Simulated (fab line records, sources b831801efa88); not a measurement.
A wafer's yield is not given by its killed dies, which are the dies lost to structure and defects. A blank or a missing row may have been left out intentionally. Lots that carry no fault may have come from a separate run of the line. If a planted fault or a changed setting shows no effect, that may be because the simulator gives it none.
fab line records	flow sky130
[record] lots = 11	wafers = 33	last_day = 49
route steps=708 shown CAP2M@615 VIA4@657 METAL5@662 PAD_OPEN@708
lots untouched by any fault: they come from a run of this same line in which no faults occurred
start_h: hours from the record's first day to the start of the lot's first wafer shown	wait_h: how many hours have passed since the lot's step before this one	" unchanged from the row above	L1.1+2: several wafers, shown together as one row	- no value, or no start given	* or withheld: withheld	< > ~ a bound
route shown NAME@n: NAME is a module with steps in the file, n the number in the route of the first one	usual: average and standard deviation across the fault-free wafers	same: alike in all rows	chamber/n: place in a boat	sites: the reading at each site	_std_site: standard deviation of those values	_edge_site: inner sites' mean taken away from outer sites' mean	radius_mm: how far each site lies from the wafer's centre	mask NAME#n: copy n	behind: the tool/chamber that last shaped the wafer	hold: cause of the lot's hold/its duration in hours/its outcome	device: which transistor (n, p or np) failed to switch	end of line: tests run on the same wafers once the route is complete	step lacking rows: just its recipe	killed: dies that structure and defects cost at the first sort, which is not the same as the wafer's yield	map: dies across one wafer; x = killed, . = not, _ = none there
set.NAME: the run value of the setting; set.NAME@STEP: its run value at that earlier step	model.NAME: the simulator's own value behind a step, which no gauge read
steps of the route over a sample of lots; a table a step, a row a wafer
services: when a tool's chamber went out of use (start_h, in hours from the record's first day, below 0 if earlier), for how many hours, and the reason
[[steps]]
[step SKY_CAP2M_OVL_MEAS_12]
[usual] CAP2M_OVL = 1.2/1.3
lot.wafer	tool	chamber	start_h	wait_h	CAP2M_OVL[nm]
L977.2	overlay-01	-	965.92	0.1	3.5
L977.4	"	-	"	"	1.6
L977.6	"	-	"	"	0.9
L978.1	overlay-02	-	971.65	0.1	0.7
L978.4	"	-	"	"	0.0
L978.6	"	-	"	"	-1.6
L980.4	overlay-02	-	983.18	0.1	0.1
L980.5	"	-	"	"	0.7
L980.6	"	-	"	"	0.8
L979.1	overlay-01	-	985.40	0.1	4.2
L979.2	"	-	"	"	3.1
L979.5	"	-	"	"	3.6
L982.1	overlay-02	-	992.55	0.1	2.6
L982.2	"	-	"	"	1.7
L982.3	"	-	"	"	1.3
L985.1	overlay-02	-	1015.21	0.1	2.2
L985.2	"	-	"	"	2.9
L985.5	"	-	"	"	2.5
L986.2	overlay-01	-	1026.82	0.1	1.9
L986.5	"	-	"	"	1.3
L986.6	"	-	"	"	2.3
L988.1	overlay-01	-	1039.90	0.1	-0.1
L988.2	"	-	"	"	1.7
L988.5	"	-	"	"	0.8
L992.1	overlay-01	-	1066.81	0.1	1.5
L992.3	"	-	"	"	2.6
L992.6	"	-	"	"	2.3
L995.1	overlay-01	-	1083.85	0.1	1.5
L995.3	"	-	"	"	-0.1
L995.4	"	-	"	"	0.1
L994.1	overlay-02	-	1085.80	0.1	0.1
L994.4	"	-	"	"	1.5
L994.5	"	-	"	"	0.6
[step SKY_VIA4_CVD_18]
[recipe] material = W	target_thk_nm = 505	time_s = 152.14	temp_c = 400	pressure_torr = 40
[usual] chamber_pressure_Torr = 39.98/0.083	heater_power_w = 893/55	susceptor_temp_C = 400.00/0.25
lot.wafer	tool	chamber	start_h	wait_h	chamber_pressure_Torr	heater_power_w	since_wet_clean_h	susceptor_temp_C
L977.2	cvd_w-02	1	1015.41	0.0	39.97	915	97	399.86
L977.4	"	1	"	"	39.96	918	-	399.84
L977.6	"	0	"	"	39.88	975	-	399.80
L978.1	cvd_w-01	0	1019.62	0.0	39.91	890	616	399.68
L978.4	"	1	"	"	39.93	815	-	400.23
L978.6	"	0	"	"	40.09	893	-	400.10
L980.4	cvd_w-01	0	1031.77	0.1	40.08	898	-	399.98
L980.5	"	0	"	"	40.00	885	-	400.31
L980.6	"	1	"	"	39.95	807	-	400.51
L979.1	cvd_w-01	0	1034.02	0.0	39.78	898	630	399.58
L979.2	"	1	"	"	40.09	826	630	399.83
L979.5	"	0	"	"	39.80	887	-	399.93
L982.1	cvd_w-02	0	1042.05	0.0	40.01	970	124	399.94
L982.2	"	1	"	"	40.12	897	124	400.00
L982.3	"	0	"	"	39.93	958	-	400.20
L985.1	cvd_w-02	1	1063.90	0.0	40.05	918	146	400.00
L985.2	"	0	"	"	39.94	973	146	399.59
L985.5	"	0	"	"	39.85	978	-	399.45
L986.2	cvd_w-01	1	1073.83	0.0	39.86	828	670	399.96
L986.5	"	0	"	"	40.04	877	-	400.43
L986.6	"	1	"	"	40.13	835	-	399.99
L988.1	cvd_w-01	0	1087.46	0.0	39.82	894	683	397.43
L988.2	"	1	"	"	40.16	833	683	399.65
L988.5	"	0	"	"	39.92	870	-	397.76
L992.1	cvd_w-02	0	1111.52	0.0	39.96	974	194	400.21
L992.3	"	0	"	"	39.92	981	-	400.18
L992.6	"	0	"	"	40.01	971	-	400.22
L995.1	cvd_w-02	0	1126.18	0.0	40.04	976	208	399.87
L995.3	"	0	"	"	40.09	998	-	400.19
L995.4	"	1	"	"	40.03	920	-	400.89
L994.1	cvd_w-02	1	1128.80	0.0	39.97	929	211	400.02
L994.4	"	1	"	"	40.01	921	-	400.08
L994.5	"	0	"	"	39.98	971	-	400.00
[step SKY_VIA4_RS_MEAS_19]
[recipe] thk_meas_gauge = four-point-probe	reads = W_of_VIA4_CVD_18+TiN_of_VIA4_SPUTTER_17
[usual] VIA4_W_RS = 0.2258/0.0024
lot.wafer	tool	chamber	start_h	wait_h	VIA4_W_RS[ohm/sq]
L977.2	film_metro-03	-	1015.58	0.1	0.2261
L977.4	"	-	"	"	0.2248
L977.6	"	-	"	"	0.2282
L978.1	film_metro-02	-	1019.77	0.1	0.2261
L978.4	"	-	"	"	0.2269
L978.6	"	-	"	"	0.2246
L980.4	film_metro-04	-	1031.93	0.1	0.2238
L980.5	"	-	"	"	0.2250
L980.6	"	-	"	"	0.2241
L979.1	film_metro-02	-	1034.17	0.1	0.2296
L979.2	"	-	"	"	0.2309
L979.5	"	-	"	"	0.2296
L982.1	film_metro-04	-	1042.20	0.1	0.2282
L982.2	"	-	"	"	0.2280
L982.3	"	-	"	"	0.2277
L985.1	film_metro-02	-	1064.05	0.1	0.2199
L985.2	"	-	"	"	0.2265
L985.5	"	-	"	"	0.2240
L986.2	film_metro-04	-	1074.00	0.1	0.2280
L986.5	"	-	"	"	0.2242
L986.6	"	-	"	"	0.2273
L988.1	film_metro-03	-	1087.61	0.1	0.2368
L988.2	"	-	"	"	0.2252
L988.5	"	-	"	"	0.2375
L992.1	film_metro-04	-	1111.67	0.1	0.2256
L992.3	"	-	"	"	0.2283
L992.6	"	-	"	"	0.2253
L995.1	film_metro-02	-	1126.33	0.1	0.2255
L995.3	"	-	"	"	0.2233
L995.4	"	-	"	"	0.2229
L994.1	film_metro-04	-	1128.96	0.1	0.2272
L994.4	"	-	"	"	0.2245
L994.5	"	-	"	"	0.2286
[step SKY_VIA4_THK_MEAS_20]
[recipe] thk_meas_gauge = xrf	reads = W_of_VIA4_CVD_18
[usual] VIA4_W_THK = 506/6.8
lot.wafer	tool	chamber	start_h	wait_h	VIA4_W_THK[nm]
L977.2	film_metro-03	-	1015.69	0.1	507
L977.4	"	-	"	"	505
L977.6	"	-	"	"	499
L978.1	film_metro-02	-	1019.89	0.1	501
L978.4	"	-	"	"	503
L978.6	"	-	"	"	503
L980.4	film_metro-04	-	1032.02	0.1	514
L980.5	"	-	"	"	511
L980.6	"	-	"	"	512
L979.1	film_metro-02	-	1034.29	0.1	487
L979.2	"	-	"	"	486
L979.5	"	-	"	"	486
L982.1	film_metro-04	-	1042.32	0.1	504
L982.2	"	-	"	"	502
L982.3	"	-	"	"	504
L985.1	film_metro-02	-	1064.17	0.1	521
L985.2	"	-	"	"	505
L985.5	"	-	"	"	510
L986.2	film_metro-04	-	1074.11	0.1	504
L986.5	"	-	"	"	512
L986.6	"	-	"	"	505
L988.1	film_metro-03	-	1087.73	0.1	483
L988.2	"	-	"	"	509
L988.5	"	-	"	"	483
L992.1	film_metro-04	-	1111.79	0.1	508
L992.3	"	-	"	"	500
L992.6	"	-	"	"	505
L995.1	film_metro-02	-	1126.45	0.1	504
L995.3	"	-	"	"	506
L995.4	"	-	"	"	506
L994.1	film_metro-04	-	1129.08	0.1	502
L994.4	"	-	"	"	508
L994.5	"	-	"	"	502
[step SKY_METAL5_SPUTTER_01]
[recipe] material = TiN	target_thk_nm = 20	power_w = 6500	time_s = 16.7	chamber_pressure_pa = 0.4
[usual] cathode_dc_power_W = 6499.9/1.3	throttle_valve_pct = 30.5/0.94
lot.wafer	tool	chamber	start_h	wait_h	cathode_dc_power_W	throttle_valve_pct
L977.2	pvd_sputter-03	-	1016.06	0.0	6500.1	32.0
L977.4	"	-	"	"	6500.7	31.8
L977.6	"	-	"	"	6500.8	31.7
L978.1	pvd_sputter-01	-	1020.27	0.0	6498.8	28.8
L978.4	"	-	"	"	6498.0	30.4
L978.6	"	-	"	"	6500.5	30.4
L980.4	pvd_sputter-03	-	1032.38	0.0	6498.8	31.6
L980.5	"	-	"	"	6499.7	30.9
L980.6	"	-	"	"	6499.5	31.8
L979.1	pvd_sputter-01	-	1034.67	0.0	6501.3	29.9
L979.2	"	-	"	"	6497.3	28.6
L979.5	"	-	"	"	6499.2	29.8
L982.1	pvd_sputter-03	-	1042.70	0.0	6501.5	31.7
L982.2	"	-	"	"	6500.7	30.5
L982.3	"	-	"	"	6500.0	30.9
L985.1	pvd_sputter-01	-	1064.55	0.0	6498.0	29.7
L985.2	"	-	"	"	6498.6	30.7
L985.5	"	-	"	"	6501.1	28.6
L986.2	pvd_sputter-04	-	1074.48	0.0	6498.8	30.5
L986.5	"	-	"	"	6500.6	31.1
L986.6	"	-	"	"	6498.2	29.2
L988.1	pvd_sputter-01	-	1088.62	0.0	6502.2	29.7
L988.2	"	-	"	"	6502.3	30.6
L988.5	"	-	"	"	6502.5	29.8
L992.1	pvd_sputter-03	-	1112.17	0.0	6501.6	31.8
L992.3	"	-	"	"	6500.5	30.7
L992.6	"	-	"	"	6497.7	31.7
L995.1	pvd_sputter-03	-	1126.83	0.0	6502.0	30.6
L995.3	"	-	"	"	6501.1	31.5
L995.4	"	-	"	"	6500.9	31.7
L994.1	pvd_sputter-04	-	1129.46	0.0	6497.0	29.3
L994.4	"	-	"	"	6498.5	31.1
L994.5	"	-	"	"	6499.8	30.6
[step SKY_METAL5_SPUTTER_02]
[recipe] material = AlCu	target_thk_nm = 1150	power_w = 10600	time_s = 61.2	chamber_pressure_pa = 0.4
[usual] cathode_dc_power_W = 10600/2	throttle_valve_pct = 30.5/0.95
lot.wafer	tool	chamber	start_h	wait_h	cathode_dc_power_W	throttle_valve_pct
L977.2	pvd_sputter-03	-	1016.09	0.0	10604	31.8
L977.4	"	-	"	"	10602	31.6
L977.6	"	-	"	"	10600	31.8
L978.1	pvd_sputter-01	-	1020.30	0.0	10600	28.7
L978.4	"	-	"	"	10603	30.6
L978.6	"	-	"	"	10599	30.7
L980.4	pvd_sputter-03	-	1032.42	0.0	10600	31.4
L980.5	"	-	"	"	10597	31.1
L980.6	"	-	"	"	10599	31.8
L979.1	pvd_sputter-01	-	1034.70	0.0	10600	29.9
L979.2	"	-	"	"	10601	28.8
L979.5	"	-	"	"	10604	29.7
L982.1	pvd_sputter-03	-	1042.73	0.0	10601	31.9
L982.2	"	-	"	"	10603	30.6
L982.3	"	-	"	"	10598	31.0
L985.1	pvd_sputter-01	-	1064.58	0.0	10599	29.7
L985.2	"	-	"	"	10597	30.7
L985.5	"	-	"	"	10602	28.4
L986.2	pvd_sputter-04	-	1074.51	0.0	10600	30.6
L986.5	"	-	"	"	10597	30.7
L986.6	"	-	"	"	10602	28.8
L988.1	pvd_sputter-01	-	1088.64	0.0	10596	29.8
L988.2	"	-	"	"	10598	30.5
L988.5	"	-	"	"	10599	29.7
L992.1	pvd_sputter-03	-	1112.20	0.0	10601	31.9
L992.3	"	-	"	"	10600	30.8
L992.6	"	-	"	"	10598	31.6
L995.1	pvd_sputter-03	-	1126.86	0.0	10598	30.6
L995.3	"	-	"	"	10602	31.6
L995.4	"	-	"	"	10598	31.9
L994.1	pvd_sputter-04	-	1129.48	0.0	10605	29.2
L994.4	"	-	"	"	10599	30.8
L994.5	"	-	"	"	10598	30.6
[step SKY_PAD_OPEN_PROBE_99]
[usual] defect_limited_yield = 82.5/1.9	killed_at_M0_to_M3 = 43/6.8	killed_at_M4_up = 3.2/1.7	killed_at_contacts = 24/5.7	killed_at_front_end = 16/4.3	killed_at_other = 0.3/0.56	killed_dies = 86/9.5	killed_open = 47/6.9	killed_short = 39/5.8	sort_bin_3_pad_short = 0.9/0.39	sort_bin_5_function = 10.3/1.5	sort_bin_6_memory = 6.3/1.1	sort_n_pass = 406/9.5	sort_yield_pct = 82.5/1.9
[same] gross_dies = 492	killed_at_back_side = 0	sort_bin_4_leakage[%] = 0	sort_bin_8_speed[%] = 0
lot.wafer	tool	chamber	start_h	wait_h	defect_limited_yield[%]	killed_at_M0_to_M3	killed_at_M4_up	killed_at_contacts	killed_at_front_end	killed_at_other	killed_dies	killed_open	killed_short	sort_bin_3_pad_short[%]	sort_bin_5_function[%]	sort_bin_6_memory[%]	sort_n_pass	sort_yield_pct[%]
L992.1	prober-02	-	1171.82	0.1	83.1	48	1	18	16	0	83	43	40	1.2	9.8	5.9	409	83.1
L992.3	prober-02	-	1171.92	0.2	80.1	43	1	29	25	0	98	62	35	0.8	11.4	7.7	394	80.1
L992.6	prober-02	-	1172.07	0.2	81.5	50	5	19	16	1	91	47	44	1.2	10.2	7.1	401	81.5
// killed by level:class
L992.1 VIA1:geometric_particle:open=10 VIA3:geometric_particle:open=10 CONTACT:geometric_particle:open=7 FIELD_ISO:geometric_particle:short=6 METAL2:geometric_particle:short=5 METAL3:geometric_particle:short=4 POLY_GATE:geometric_particle:short=4 METAL1:geometric_particle:short=4
L992.3 VIA1:geometric_particle:open=17 LI_CONTACT:geometric_particle:open=10 VIA2:geometric_particle:open=9 POLY_GATE:geometric_particle:short=6 CONTACT:geometric_particle:short=5 CONTACT:geometric_particle:open=5 FIELD_ISO:geometric_particle:open=4 POLY_GATE:geometric_particle:open=4
L992.6 VIA1:geometric_particle:open=11 VIA3:geometric_particle:open=9 CONTACT:geometric_particle:open=7 VIA1:geometric_particle:short=6 CONTACT:geometric_particle:short=6 LI_CONTACT:geometric_particle:open=5 METAL2:geometric_particle:short=5 VIA3:geometric_particle:short=5
[[services]]
tool	chamber	start_h	hours	kind
pvd_sputter-01	2	993.62	-	consumable_replace:kit
pvd_sputter-01	2	993.62	18.0	scheduled_down
pvd_sputter-01	2	993.62	18.0	vent_cycle
cvd_w-02	0	1000.98	6.5	repair
cvd_w-01	-	1009.37	6.9	pm
pvd_sputter-03	1	1016.21	-	consumable_replace:kit
pvd_sputter-03	1	1016.21	18.0	scheduled_down
pvd_sputter-03	1	1016.21	18.0	vent_cycle
cvd_w-02	-	1016.27	2.8	pm
pvd_sputter-04	1	1045.41	-	consumable_replace:kit
pvd_sputter-04	1	1045.41	18.0	scheduled_down
pvd_sputter-04	1	1045.41	18.0	vent_cycle
pvd_sputter-04	-	1053.14	3.7	repair
cvd_w-01	-	1083.11	0.9	repair
pvd_sputter-01	1	1088.76	-	consumable_replace:kit
pvd_sputter-01	1	1088.76	18.0	scheduled_down
pvd_sputter-01	1	1088.76	18.0	vent_cycle
pvd_sputter-03	-	1127.05	0.6	repair
[[key]]
[first_sign] step = SKY_VIA4_CVD_18	reading = susceptor_temp_C	direction = down	sigmas = 9.6	usual = *	struck = *
[effect] step = SKY_VIA4_RS_MEAS_19	reading = VIA4_W_RS	direction = up	sigmas = 4.8	usual = 0.2258	struck = 0.2371
[effect] step = SKY_VIA4_THK_MEAS_20	reading = VIA4_W_THK	direction = down	sigmas = 3.4	usual = 506	struck = 483
met_at SKY_VIA4_CVD_18
struck_lots L988
struck_wafers L988.1,L988.5
not_acting_at SKY_CAP2M_OVL_MEAS_12,SKY_METAL5_SPUTTER_01,SKY_METAL5_SPUTTER_02
onset_between 1073.83 1087.46
[fault] kind = process_parameter_drift	tool = cvd_w-01	chamber = 0	onset_h = 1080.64	steps = SKY_VIA4_CVD_18	channel = temp_c	offset = *	shape = step	end_h = 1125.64	acts_in = *	stated = *
